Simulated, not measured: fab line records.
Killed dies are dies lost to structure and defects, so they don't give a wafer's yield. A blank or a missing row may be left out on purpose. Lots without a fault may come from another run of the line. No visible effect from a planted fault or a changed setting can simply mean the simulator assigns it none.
The tool behind it: which one?    flow sky130    39 wafers from 13 lots sampled at 4 of the route's 708 steps

WHAT THE GAUGES SHOWED, per wafer
SKY_VIA3_CD_MEAS_12: the cd target is 200 nm.
lot   measured      on         cd-nm (nm)
L447  day 39 15:26  cd-sem-01  200.2 202.4 201.5
L449  day 40 10:08  cd-sem-01  200.1 199.6 199.9
L450  day 40 20:39  cd-sem-01  202.7 202.8 202.3
L451  day 41 02:56  cd-sem-01  198.8 198.3 198.1
L452  day 41 09:46  cd-sem-02  198.9 199.5 199.5
L453  day 41 16:15  cd-sem-02  199.7 201.5 200.7
L454  day 42 07:16  cd-sem-02  199.4 199.7 199.0
L456  day 42 15:46  cd-sem-02  199.5 199.6 199.7
L457  day 42 19:59  cd-sem-02  200.2 199.9 200.4
L458  day 43 02:38  cd-sem-02  199.9 199.5 200.5
L459  day 43 15:10  cd-sem-01  200.8 200.3 202.5
L465  day 45 01:16  cd-sem-01  202.1 202.1 201.2
L467  day 45 18:50  cd-sem-02  201.6 200.6 202.2

WHICH TOOL RAN EACH LOT (tool, then ch and the chambers of the sampled wafers, then the start)
lot   SKY_METAL1_SPUTTER_02         SKY_METAL3_SPUTTER_03         SKY_METAL3_SPUTTER_04
L447  pvd-sputter-02, day 31 15:37  pvd-sputter-01, day 36 08:28  pvd-sputter-01, day 36 08:29
L449  pvd-sputter-02, day 32 11:47  pvd-sputter-01, day 37 03:49  pvd-sputter-01, day 37 03:50
L450  pvd-sputter-03, day 33 00:36  pvd-sputter-02, day 37 16:28  pvd-sputter-02, day 37 16:29
L451  pvd-sputter-02, day 33 02:46  pvd-sputter-01, day 37 17:53  pvd-sputter-01, day 37 17:55
L452  pvd-sputter-01, day 33 15:46  pvd-sputter-01, day 38 05:55  pvd-sputter-01, day 38 05:56
L453  pvd-sputter-01, day 33 23:24  pvd-sputter-03, day 38 14:04  pvd-sputter-03, day 38 14:05
L454  pvd-sputter-01, day 34 14:26  pvd-sputter-02, day 39 03:40  pvd-sputter-02, day 39 03:41
L456  pvd-sputter-03, day 34 21:43  pvd-sputter-01, day 39 10:47  pvd-sputter-01, day 39 10:49
L457  pvd-sputter-02, day 35 05:05  pvd-sputter-03, day 39 18:37  pvd-sputter-03, day 39 18:37
L458  pvd-sputter-01, day 35 14:51  pvd-sputter-02, day 40 03:37  pvd-sputter-02, day 40 03:38
L459  pvd-sputter-01, day 36 05:27  pvd-sputter-01, day 40 16:05  pvd-sputter-01, day 40 16:06
L465  pvd-sputter-01, day 37 16:47  pvd-sputter-02, day 42 03:23  pvd-sputter-02, day 42 03:25
L467  pvd-sputter-01, day 38 14:39  pvd-sputter-01, day 42 22:32  pvd-sputter-01, day 42 22:34
- SKY_METAL1_SPUTTER_02: material AlCu, target thk 250 nm, time 13.3 s.
- SKY_METAL3_SPUTTER_03: material Ti, target thk 5 nm, time 3.3 s.
- SKY_METAL3_SPUTTER_04: material TiN, target thk 70 nm, time 58.3 s.

WHAT THE TOOLS THEMSELVES READ (means of the sampled wafers that have a number; where no wafer has one, the mark that the record gives instead)
SKY_METAL1_SPUTTER_02.
lot   tool            throttle-valve-pct (%)
L447  pvd-sputter-02  30.3
L449  pvd-sputter-02  29.9
L450  pvd-sputter-03  29.6
L451  pvd-sputter-02  30.1
L452  pvd-sputter-01  30.6
L453  pvd-sputter-01  30.5
L454  pvd-sputter-01  29.9
L456  pvd-sputter-03  30.1
L457  pvd-sputter-02  30.2
L458  pvd-sputter-01  30.0
L459  pvd-sputter-01  30.1
L465  pvd-sputter-01  30.0
L467  pvd-sputter-01  30.7

SKY_METAL3_SPUTTER_03.
lot   tool            throttle-valve-pct (%)
L447  pvd-sputter-01  29.1
L449  pvd-sputter-01  30.0
L450  pvd-sputter-02  30.3
L451  pvd-sputter-01  30.1
L452  pvd-sputter-01  30.9
L453  pvd-sputter-03  29.8
L454  pvd-sputter-02  30.0
L456  pvd-sputter-01  31.2
L457  pvd-sputter-03  30.1
L458  pvd-sputter-02  30.4
L459  pvd-sputter-01  30.3
L465  pvd-sputter-02  30.2
L467  pvd-sputter-01  30.4

SKY_METAL3_SPUTTER_04.
lot   tool            throttle-valve-pct (%)
L447  pvd-sputter-01  29.1
L449  pvd-sputter-01  29.9
L450  pvd-sputter-02  30.3
L451  pvd-sputter-01  30.0
L452  pvd-sputter-01  30.7
L453  pvd-sputter-03  30.0
L454  pvd-sputter-02  30.2
L456  pvd-sputter-01  31.1
L457  pvd-sputter-03  30.0
L458  pvd-sputter-02  30.4
L459  pvd-sputter-01  30.6
L465  pvd-sputter-02  30.2
L467  pvd-sputter-01  30.6

THE ANSWER, worked out from the rows above alone
Rule: the lots themselves supply what counts as usual. The widest of any qualifying gaps counts: lots, ordered by their means at a reading, are off when they make up no more than a third of the lots, leave a main group of 4 or more, and stand apart from it by 3 or more times the standard deviation of that group's means. If all means in a main group match to the digits the tables above print for the reading, that group is not used. A lot without any number at a reading at which 4 lots or more have one is off too. Where the step has rows for the other lots, those lots are counted as sound. Order of review: gauges by route order, followed by the tools' own readings, for which a lot's mean as printed above is used. The first step at which some lot is off is used, and at that step the reading that is off furthest; a lot without a number counts as furthest.
No lot is off on any of the readings shown, so nothing can be concluded from this.

WHAT HAD BEEN PUT IN BY THE SIMULATOR
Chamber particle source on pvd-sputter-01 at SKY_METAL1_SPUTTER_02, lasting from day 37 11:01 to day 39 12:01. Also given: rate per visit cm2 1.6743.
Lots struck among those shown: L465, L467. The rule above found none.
